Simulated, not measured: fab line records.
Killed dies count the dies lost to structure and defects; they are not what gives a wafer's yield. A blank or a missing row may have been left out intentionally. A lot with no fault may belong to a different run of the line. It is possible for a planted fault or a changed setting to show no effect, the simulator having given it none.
Chamber matching | flow gf180mcu | 3 sister chambers for GF_MIM_CVD_05 on pecvd-01
The step deposits Si3N4, target thk 42 nm, time 29.086 s. 16 wafers are shown with their chamber, then 8 later ones without.

== WAFERS PAIRED WITH THEIR CHAMBERS ==
wafer  | chamber | heater power w (W)
L074.1 | 2       | 573
L074.3 | 1       | 769
L074.4 | 1       | 759
L082.1 | 0       | 649
L082.2 | 2       | 664
L082.4 | 2       | 654
L085.3 | 1       | 714
L085.4 | 2       | 661
L085.6 | 1       | 713
L088.1 | 0       | 729
L088.2 | 1       | 724
L088.5 | 1       | 715
L090.2 | 0       | 733
L090.5 | 0       | 751
L090.6 | 1       | 660
L094.2 | 2       | 663

SIGNATURES (averages over the wafers above)
reading        | chamber 0 | chamber 1 | chamber 2 | scatter within a chamber
heater power w | 715.50    | 722.00    | 643.00    | 39.2
Rule: for a wafer and a chamber, the distance is found by dividing, reading by reading, the gap between the wafer's reading and the chamber's mean by the reading's scatter, squaring, summing and taking the root. The wafer belongs to the nearest chamber; if the next one is less than 2 further off, it can't be placed. How the scatter is found: for the shown wafers, subtract from each reading the mean of its chamber, square and add these, divide the total by (wafers less chambers), then take the root.

== WAFERS WITHOUT THEIR CHAMBER ==
wafer  | heater power w (W)
L094.4 | 716
L094.6 | 627
L095.2 | 765
L095.5 | 744
L095.6 | 756
L096.4 | 580
L096.5 | 614
L096.6 | 651

== THE CHAMBER EACH PASSED THROUGH ==
wafer  | from the rows above          | in truth
L094.4 | can't be placed: 0 or 1 or 2 | 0
L094.6 | can't be placed: 2 or 0      | 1
L095.2 | can't be placed: 1 or 0      | 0
L095.5 | can't be placed: 1 or 0      | 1
L095.6 | can't be placed: 1 or 0      | 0
L096.4 | can't be placed: 2 or 0      | 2
L096.5 | can't be placed: 2 or 0      | 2
L096.6 | can't be placed: 2 or 0 or 1 | 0
0 of 8 placed correctly. Can't be placed from these rows: 8 (the true chamber is among the candidates in 7). Wrongly placed: 0.
